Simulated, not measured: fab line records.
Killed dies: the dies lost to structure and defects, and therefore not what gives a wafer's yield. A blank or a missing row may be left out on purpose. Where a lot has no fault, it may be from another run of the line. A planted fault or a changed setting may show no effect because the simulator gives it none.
Which tool is to blame? :: flow sky130 :: 10 lots, 30 wafers sampled, at 4 steps of a route of 708

== WHAT THE GAUGES READ, wafer by wafer ==
SKY_LDD_P_CD_MEAS_07 targets a cd of 380 nm.
lot: L998
measured: day 19 17:35
on: cd sem-02
cd nm (nm): 382.4 382.6 381.3

lot: L999
measured: day 20 01:50
on: cd sem-01
cd nm (nm): 374.4 375.0 374.7

lot: L103
measured: day 22 02:12
on: cd sem-02
cd nm (nm): - - -

lot: L104
measured: day 22 02:56
on: cd sem-02
cd nm (nm): 376.5 375.4 377.1

lot: L108
measured: day 23 13:11
on: cd sem-02
cd nm (nm): 380.0 380.0 382.1

lot: L113
measured: day 25 16:38
on: cd sem-01
cd nm (nm): 375.1 377.9 377.5

lot: L114
measured: day 25 17:01
on: cd sem-01
cd nm (nm): 377.8 380.3 378.8

lot: L115
measured: day 25 23:29
on: cd sem-02
cd nm (nm): 386.0 384.1 382.5

lot: L117
measured: day 26 08:50
on: cd sem-01
cd nm (nm): 381.3 381.8 381.6

lot: L119
measured: day 26 21:55
on: cd sem-01
cd nm (nm): 379.0 380.1 380.3

== TOOL THAT RAN EACH LOT (tool first, then ch and the chambers of the sampled wafers, then the start) ==
lot: L998
SKY_FIELD_ISO_ETCH_17: rie si-01 ch 0,1,3, day 2 16:16
SKY_SONOS_ONO_STRIP_17: plasma asher-04 ch 0,1, day 13 09:53
SKY_LDD_P_EXPOSE_04: iline stepper-02 ch 0, day 19 02:43

lot: L999
SKY_FIELD_ISO_ETCH_17: rie si-01 ch 0,1,3, day 2 20:06
SKY_SONOS_ONO_STRIP_17: plasma asher-04 ch 0,1, day 13 17:06
SKY_LDD_P_EXPOSE_04: iline stepper-01 ch 0, day 19 10:59

lot: L103
SKY_FIELD_ISO_ETCH_17: rie si-01 ch 0,3, day 3 18:28
SKY_SONOS_ONO_STRIP_17: plasma asher-03 ch 0,1, day 15 04:25
SKY_LDD_P_EXPOSE_04: iline stepper-01 ch 0, day 21 10:16

lot: L104
SKY_FIELD_ISO_ETCH_17: rie si-01 ch 1,2,3, day 3 21:43
SKY_SONOS_ONO_STRIP_17: plasma asher-03 ch 0,1, day 15 09:06
SKY_LDD_P_EXPOSE_04: iline stepper-01 ch 0, day 21 11:32

lot: L108
SKY_FIELD_ISO_ETCH_17: rie si-01 ch 1,2,3, day 4 20:27
SKY_SONOS_ONO_STRIP_17: plasma asher-03 ch 0,1, day 16 16:13
SKY_LDD_P_EXPOSE_04: iline stepper-01 ch 0, day 22 22:08

lot: L113
SKY_FIELD_ISO_ETCH_17: rie si-01 ch 0,1,2, day 6 02:31
SKY_SONOS_ONO_STRIP_17: plasma asher-01 ch 0,1, day 18 20:35
SKY_LDD_P_EXPOSE_04: iline stepper-01 ch 0, day 25 01:35

lot: L114
SKY_FIELD_ISO_ETCH_17: rie si-02 ch 1,3, day 6 02:52
SKY_SONOS_ONO_STRIP_17: plasma asher-01 ch 0,1, day 18 22:13
SKY_LDD_P_EXPOSE_04: iline stepper-01 ch 0, day 25 02:27

lot: L115
SKY_FIELD_ISO_ETCH_17: rie si-02 ch 0,2,3, day 6 09:04
SKY_SONOS_ONO_STRIP_17: plasma asher-04 ch 0,1, day 19 04:56
SKY_LDD_P_EXPOSE_04: iline stepper-01 ch 0, day 25 08:30

lot: L117
SKY_FIELD_ISO_ETCH_17: rie si-02 ch 0,1,3, day 6 17:54
SKY_SONOS_ONO_STRIP_17: plasma asher-01 ch 0,1, day 19 15:28
SKY_LDD_P_EXPOSE_04: iline stepper-01 ch 0, day 25 18:38

lot: L119
SKY_FIELD_ISO_ETCH_17: rie si-01 ch 0,3, day 7 05:27
SKY_SONOS_ONO_STRIP_17: plasma asher-01 ch 0,1, day 20 06:47
SKY_LDD_P_EXPOSE_04: iline stepper-01 ch 0, day 26 07:28
- SKY_FIELD_ISO_ETCH_17: etches Si in HBr/Cl2/O2, target depth 342 nm, time 97.7 s.
- SKY_SONOS_ONO_STRIP_17: strips in O2/N2.
- SKY_LDD_P_EXPOSE_04: exposes mask PSDM, target cd 380 nm.

== THE ANSWER, worked out from the rows above alone ==
Rule: the usual values come from the lots themselves. Put in order of their means at a reading, lots are off if they are a third of the lots or fewer, leave a main group of 4 or more, and stand apart from it by a gap of 3 or more times the standard deviation of the main group's means; of several such gaps the widest counts. The tables above print the reading to a certain number of digits; a main group whose means all agree to those digits is not used. A lot without any number at a reading at which 4 lots or more have one is off too. Any other lot the step has rows for is counted as sound.
Off, at SKY_LDD_P_CD_MEAS_07 on cd nm: L103. Without a number there: L103. The main group has a mean of 379.5 nm with a standard deviation of 2.9.
If a tool, at a process step before that reading, ran all the lots that are off and no sound lot after the first of them, it fits. Gauges at SKY_LDD_P_CD_MEAS_07: tried the same way as those tools. Of those tried, none fits.

== WHAT THE SIMULATOR PUT IN ==
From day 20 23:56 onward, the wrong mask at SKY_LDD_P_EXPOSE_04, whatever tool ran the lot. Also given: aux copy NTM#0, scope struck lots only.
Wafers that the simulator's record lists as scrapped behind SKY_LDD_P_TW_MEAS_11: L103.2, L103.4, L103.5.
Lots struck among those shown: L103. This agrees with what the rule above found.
